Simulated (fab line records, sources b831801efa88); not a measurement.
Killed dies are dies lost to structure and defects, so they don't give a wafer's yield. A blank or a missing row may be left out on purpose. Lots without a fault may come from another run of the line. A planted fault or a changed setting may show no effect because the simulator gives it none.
Problem report in the 8D (eight disciplines) form, filled by code | flow sfq_line | the parts of the form that need people (team, actions taken, sign-off) are left out

1. THE PROBLEM
cathode_dc_power_W at SFQ_TRILAYER_M1_DEP_SPUTTER_037 reads a mean of 2077.4 W on 6 wafers of 2 lots; wafers without a fault read 2000.0 W with a standard deviation of 0.35. That is +99 or more standard deviations from the usual mean.
The step: material Nb, target thk 200 nm, time 133.3 s.
First seen on wafer L685.1, day 13 05:19, on pvd_sputter-05. The record holds 18 wafers of 6 lots with a number at this step. Rule for "out", or "out of limits": more than 4 standard deviations from the usual mean. The other wafers with a number count as sound.

2. WHAT IT IS AND WHAT IT IS NOT
question                    | is                     | is not
which readings at this step | cathode_dc_power_W     | throttle_valve_pct
which lots                  | L685, L686             | L678, L681, L694, L700
which wafers of those lots  | all that have a number | -
read on which tools         | pvd_sputter-05         | pvd_sputter-03, pvd_sputter-06
when                        | from day 13 05:19      | up to then (6 sound wafers); but 6 sound wafers of L694, L700 came after

3. SUSPECTS, AND WHAT RULES EACH OUT
Counting: a tool at a process step up to the reading stays a suspect if it ran every lot that is out and no sound lot after the first of them.
- rie_metal-03 at SFQ_TRILAYER_I0_VIA_STRIP_STRIP_035 (strips in O2): kept. It ran every lot that is out, first L685 (day 13 03:55), and no sound lot after that.
- pvd_sputter-05 at SFQ_TRILAYER_M1_DEP_SPUTTER_037 (material Nb, target thk 200 nm, time 133.3 s): kept. It ran every lot that is out, first L685 (day 13 05:19), and no sound lot after that; its last sound lot up to then is L681 (day 11 08:05). Its own readings are out on those wafers: cathode_dc_power_W.
Left after counting: rie_metal-03 at SFQ_TRILAYER_I0_VIA_STRIP_STRIP_035, pvd_sputter-05 at SFQ_TRILAYER_M1_DEP_SPUTTER_037.

4. THE CAUSE (what the simulator had put in)
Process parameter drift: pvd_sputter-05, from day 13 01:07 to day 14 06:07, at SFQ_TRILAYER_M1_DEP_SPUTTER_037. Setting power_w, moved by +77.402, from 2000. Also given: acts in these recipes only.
Counting left 2 suspects, and this tool is among them.

5. THE CHAIN OF EFFECTS, in route order
Each row: a reading whose mean over the struck wafers that have a number lies more than 3 standard deviations from the usual. Only readings for which the record gives a usual standard deviation are gone through. hours: the time from each lot's start at the first step in this table that gives one to its start at this step, as a median over the lots. sigmas: the change in usual standard deviations.
hours | step                            | reading            | usual    | on struck wafers | change | sigmas
0     | SFQ_TRILAYER_M1_DEP_SPUTTER_037 | cathode_dc_power_W | 2000.0 W | 2077.4           | +77.4  | +99 or more
The process steps in it:
- SFQ_TRILAYER_M1_DEP_SPUTTER_037: material Nb, target thk 200 nm, time 133.3 s.
Later measuring or inspecting steps at which every struck wafer that the step has a row for has a number for every such reading, and none has moved that far: SFQ_M1_RS_MEAS_909, SFQ_M1_OVL_MEAS_911, SFQ_I1_BOW_MEAS_912, SFQ_I1_OVL_MEAS_913, SFQ_M8_BOW_MEAS_951.

6. WHAT WOULD HAVE CAUGHT IT SOONER
In this record the first reading out of limits was taken at day 13 05:19, 4 hours after the fault began at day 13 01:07.
